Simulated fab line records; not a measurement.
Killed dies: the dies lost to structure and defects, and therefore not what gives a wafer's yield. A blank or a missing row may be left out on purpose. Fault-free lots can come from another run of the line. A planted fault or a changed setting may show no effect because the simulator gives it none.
2 desks, one fault | flow gf180mcu | every desk sees just its own numbers, and what lay behind them comes last

== TOOL OWNER'S DESK, pvd_sputter-04 ==
At GF_M1_SPUTTER_04 (material TiN, target thk 50 nm, time 41.7 s) the tool's own readings: per lot run on this tool, the mean of the sampled wafers that have a number. A lot is out of limits, marked OUT, if its mean lies more than 4 standard deviations from the usual mean; the brackets give that distance.
Columns: A = throttle_valve_pct at GF_M1_SPUTTER_04, usual 30.5 %
lot  | first seen here | A
L761 | day 16 10:44    | 30.0
L762 | day 16 23:29    | 30.8
L768 | day 19 00:05    | 30.4
L769 | day 19 12:32    | 30.3
This desk found nothing out of limits on any of the 4 lots.

== FROM THE METROLOGY DESK ==
Means of the sampled wafers that have a number, per lot and without regard to the tool the lot ran on: this is what the gauges read. A lot is out of limits, marked OUT, if its mean lies more than 4 standard deviations from the usual mean; the brackets give that distance. Shown here are 7 of its 9 readings, the ones lying furthest out on some lot.
Columns: A = CONTACT_W_RS at GF_CONTACT_RS_MEAS_25, usual 0.381 ohm/sq; B = CONTACT_W_THK at GF_CONTACT_THK_MEAS_26, usual 286 nm; C = M1_ALCU_RS at GF_M1_RS_MEAS_05, usual 0.0694 ohm/sq; D = M1_ALCU_THK at GF_M1_THK_MEAS_06, usual 447 nm; E = M1_OVL at GF_M1_OVL_MEAS_15, usual -4 nm; F = V1_CVD_00_THK at GF_V1_THK_MEAS_01, usual 601 nm; G = V1_BOW at GF_V1_BOW_MEAS_05, usual 83 um
lot  | first seen here | A     | B   | C      | D   | E   | F   | G
L761 | day 16 10:04    | 0.386 | 285 | 0.0696 | 447 | 0   | 611 | 78
L762 | day 16 22:50    | 0.380 | 287 | 0.0709 | 441 | 8   | 595 | 93
L768 | day 18 23:28    | 0.386 | 281 | 0.0697 | 445 | -3  | 600 | 84
L769 | day 19 11:52    | 0.378 | 286 | 0.0700 | 441 | -9  | 605 | 79
L774 | day 21 05:31    | 0.371 | 292 | 0.0685 | 455 | -10 | 592 | 74
L780 | day 23 09:40    | 0.387 | 280 | 0.0696 | 443 | -6  | 592 | 85
This desk found nothing out of limits on any of the 6 lots.

== PUT TOGETHER ==
The desk of the tool owner found nothing out of limits.
From the metrology desk's view, nothing was out of limits.

== WHAT THE SIMULATOR PUT IN ==
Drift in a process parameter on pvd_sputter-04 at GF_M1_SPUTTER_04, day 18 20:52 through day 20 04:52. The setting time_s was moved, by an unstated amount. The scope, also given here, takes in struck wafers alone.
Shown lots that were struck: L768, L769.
